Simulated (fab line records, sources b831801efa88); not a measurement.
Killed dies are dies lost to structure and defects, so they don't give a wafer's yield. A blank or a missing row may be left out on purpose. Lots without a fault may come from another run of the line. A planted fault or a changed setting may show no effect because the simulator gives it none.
Which tool did it? | flow gf180mcu | 13 lots, 37 wafers sampled, at 5 steps of a route of 602

WHAT THE GAUGES READ, wafer by wafer
GF_VT_IMPLANT_OVL_MEAS_29.
lot  | measured     | on         | VT_IMPLANT_02_OVL (nm)
L787 | day 7 03:12  | overlay-01 | -2.5 -2.4 -1.0
L793 | day 8 21:40  | overlay-01 | 1.5 0.3
L794 | day 9 03:58  | overlay-02 | -0.6 -1.5
L795 | day 9 08:38  | overlay-01 | -0.1 -1.6 -0.7
L798 | day 10 03:34 | overlay-02 | -1.7 -1.1 -1.6
L799 | day 10 08:25 | overlay-02 | -1.7 -1.5 -1.8
L801 | day 11 02:46 | overlay-02 | -2.7 -2.7 -2.8
L804 | day 11 21:16 | overlay-02 | -2.1 -1.2 -2.3
L805 | day 12 03:55 | overlay-02 | -0.7 0.3 0.5
L806 | day 12 09:04 | overlay-01 | -1.1 -0.4 1.1
L807 | day 12 16:25 | overlay-02 | 0.6 0.7 0.4
L808 | day 12 20:17 | overlay-02 | -1.5 -0.9 -2.0
L809 | day 13 03:31 | overlay-02 | -1.1 -1.1 -0.6

GF_VT_IMPLANT_RS_MEAS_47: measures by four-point-probe.
lot  | measured     | on            | NWELL_RS (ohm/sq)
L787 | day 7 19:58  | film_metro-02 | 487.6 486.7 489.4
L793 | day 9 14:43  | film_metro-02 | 488.4 488.7
L794 | day 9 21:47  | film_metro-03 | 484.7 484.4
L795 | day 10 03:13 | film_metro-02 | 487.0 486.8 486.0
L798 | day 10 21:49 | film_metro-04 | 488.7 486.6 487.7
L799 | day 11 03:07 | film_metro-03 | 487.2 488.1 487.4
L801 | day 11 22:46 | film_metro-04 | 487.5 486.5 487.9
L804 | day 12 17:22 | film_metro-04 | 487.8 488.5 488.0
L805 | day 13 00:34 | film_metro-03 | 488.1 485.9 487.2
L806 | day 13 05:47 | film_metro-03 | 488.7 487.1 487.5
L807 | day 13 12:22 | film_metro-04 | 489.7 489.1 489.8
L808 | day 13 17:10 | film_metro-03 | 489.6 487.8 487.4
L809 | day 14 00:23 | film_metro-03 | 488.2 487.1 488.8

GF_HV_LDD_TW_MEAS_11.
lot  | measured     | on            | HV_LDD_TW
L787 | day 10 09:55 | film_metro-04 | 2371 2365 2367
L793 | day 12 04:53 | film_metro-04 | 2373
L794 | day 12 15:41 | film_metro-02 | 2415
L795 | day 12 18:19 | film_metro-03 | 2377 2385
L798 | day 13 15:11 | film_metro-04 | 2373 2368 2369
L799 | day 13 21:55 | film_metro-04 | 2370 2357 2368
L801 | day 14 19:41 | film_metro-02 | 2415 2430 2416
L804 | day 15 16:39 | film_metro-02 | 2429 2417 2416
L805 | day 16 00:56 | film_metro-03 | 2394 2381 2389
L806 | day 16 05:54 | film_metro-03 | 2394 2407 2392
L807 | day 16 11:10 | film_metro-03 | 2388 2385 2389
L808 | day 16 21:23 | film_metro-03 | 2403 2401 2399
L809 | day 17 04:10 | film_metro-04 | 2386 2388 2391

WHICH TOOL RAN EACH LOT (tool, then ch and the chambers of the sampled wafers, then the start)
lot  | GF_POLY_GATE_ETCH_13             | GF_POLY_GATE_STRIP_14
L787 | rie_si-02 ch 0,1, day 9 14:34    | plasma_asher-03 ch 0,1, day 9 14:39
L793 | rie_si-01 ch 2,3, day 11 08:26   | plasma_asher-03 ch 0,1, day 11 08:32
L794 | rie_si-01 ch 2,3, day 11 17:58   | plasma_asher-03 ch 0, day 11 18:03
L795 | rie_si-01 ch 0,1,2, day 11 21:35 | plasma_asher-01 ch 0,1, day 11 21:38
L798 | rie_si-02 ch 0,2,3, day 12 16:59 | plasma_asher-03 ch 0,1, day 12 17:02
L799 | rie_si-02 ch 0,1,2, day 12 23:23 | plasma_asher-01 ch 0,1, day 12 23:26
L801 | rie_si-02 ch 0,1,3, day 13 19:37 | plasma_asher-02 ch 0,1, day 13 19:41
L804 | rie_si-01 ch 0,1,3, day 14 15:43 | plasma_asher-02 ch 0,1, day 14 15:46
L805 | rie_si-02 ch 1,3, day 15 01:01   | plasma_asher-03 ch 0,1, day 15 01:05
L806 | rie_si-02 ch 0,1, day 15 05:37   | plasma_asher-02 ch 0, day 15 05:40
L807 | rie_si-02 ch 0,3, day 15 11:43   | plasma_asher-01 ch 0,1, day 15 11:46
L808 | rie_si-01 ch 0,2,3, day 15 20:37 | plasma_asher-02 ch 0,1, day 15 20:40
L809 | rie_si-01 ch 1,2,3, day 16 03:05 | plasma_asher-01 ch 0,1, day 16 03:08
- GF_POLY_GATE_ETCH_13: etches poly-Si in HBr/Cl2, stops on SiO2, target depth 198.5 nm, time 69.6 s.
- GF_POLY_GATE_STRIP_14: strips in O2/N2.

WHAT THE TOOLS THEMSELVES READ (means of the sampled wafers that have a number; where no wafer has one, the mark that the record gives instead)
GF_POLY_GATE_ETCH_13.
lot  | tool      | drypump_motor_current_A (A) | oes_product_au (a.u.) | run_length_s (s) | throttle_valve_pct (%)
L787 | rie_si-02 | 5.6                         | 1.000                 | 97.9             | 33.693
L793 | rie_si-01 | 5.6                         | 0.996                 | 85.4             | 33.680
L794 | rie_si-01 | 5.6                         | 0.988                 | 85.4             | 33.683
L795 | rie_si-01 | 5.6                         | 0.998                 | 89.8             | 33.683
L798 | rie_si-02 | 5.3                         | 0.985                 | 98.1             | 33.685
L799 | rie_si-02 | 5.4                         | 0.992                 | 97.9             | 33.671
L801 | rie_si-02 | 5.5                         | 0.993                 | 97.7             | 33.685
L804 | rie_si-01 | 5.8                         | 0.996                 | 98.1             | 33.694
L805 | rie_si-02 | 5.3                         | 0.991                 | 97.4             | 33.676
L806 | rie_si-02 | 5.6                         | 0.991                 | 97.7             | 33.677
L807 | rie_si-02 | 5.8                         | 0.978                 | 97.7             | 33.680
L808 | rie_si-01 | 5.7                         | 0.988                 | 97.9             | 33.693
L809 | rie_si-01 | 5.6                         | 0.993                 | 98.2             | 33.677

GF_POLY_GATE_STRIP_14.
lot  | tool            | drypump_motor_current_A (A) | heater_power_w (W) | oes_product_au (a.u.)
L787 | plasma_asher-03 | 5.9                         | 331                | 0.503
L793 | plasma_asher-03 | 6.0                         | 333                | 0.508
L794 | plasma_asher-03 | 5.5                         | 340                | 0.512
L795 | plasma_asher-01 | 5.3                         | 329                | 0.510
L798 | plasma_asher-03 | 5.9                         | 336                | 0.509
L799 | plasma_asher-01 | 5.3                         | 329                | 0.504
L801 | plasma_asher-02 | 6.2                         | 310                | 0.507
L804 | plasma_asher-02 | 6.2                         | 321                | 0.503
L805 | plasma_asher-03 | 6.2                         | 329                | 0.509
L806 | plasma_asher-02 | 6.6                         | 326                | 0.500
L807 | plasma_asher-01 | 5.3                         | 323                | 0.506
L808 | plasma_asher-02 | 6.2                         | 318                | 0.506
L809 | plasma_asher-01 | 5.3                         | 329                | 0.503

THE ANSWER, worked out from the rows above alone
Rule: what is usual is taken from the lots themselves. Put in order of their means at a reading, lots are off if they are a third of the lots or fewer, leave a main group of 4 or more, and stand apart from it by a gap of 3 or more times the standard deviation of the main group's means; of several such gaps the widest counts. A main group whose means are all the same, to the digits that the tables above print for the reading, isn't used. A lot without any number at a reading at which 4 lots or more have one is off too. The other lots that the step has rows for count as sound. The gauges are gone through in route order, then the tools' own readings, and for those a lot's mean is taken as printed above. The first step at which some lot is off is used, and at that step the reading that is off furthest; a lot without a number counts as furthest.
Off: L793, L794, L795, at GF_POLY_GATE_ETCH_13 (run_length_s). The main group: mean 97.9 s, standard deviation 0.23.
A tool fits if, at that step or a process step before it, it ran every lot that is off, and no sound lot after the first of them. None of those tried fits.

WHAT THE SIMULATOR HAD PUT IN
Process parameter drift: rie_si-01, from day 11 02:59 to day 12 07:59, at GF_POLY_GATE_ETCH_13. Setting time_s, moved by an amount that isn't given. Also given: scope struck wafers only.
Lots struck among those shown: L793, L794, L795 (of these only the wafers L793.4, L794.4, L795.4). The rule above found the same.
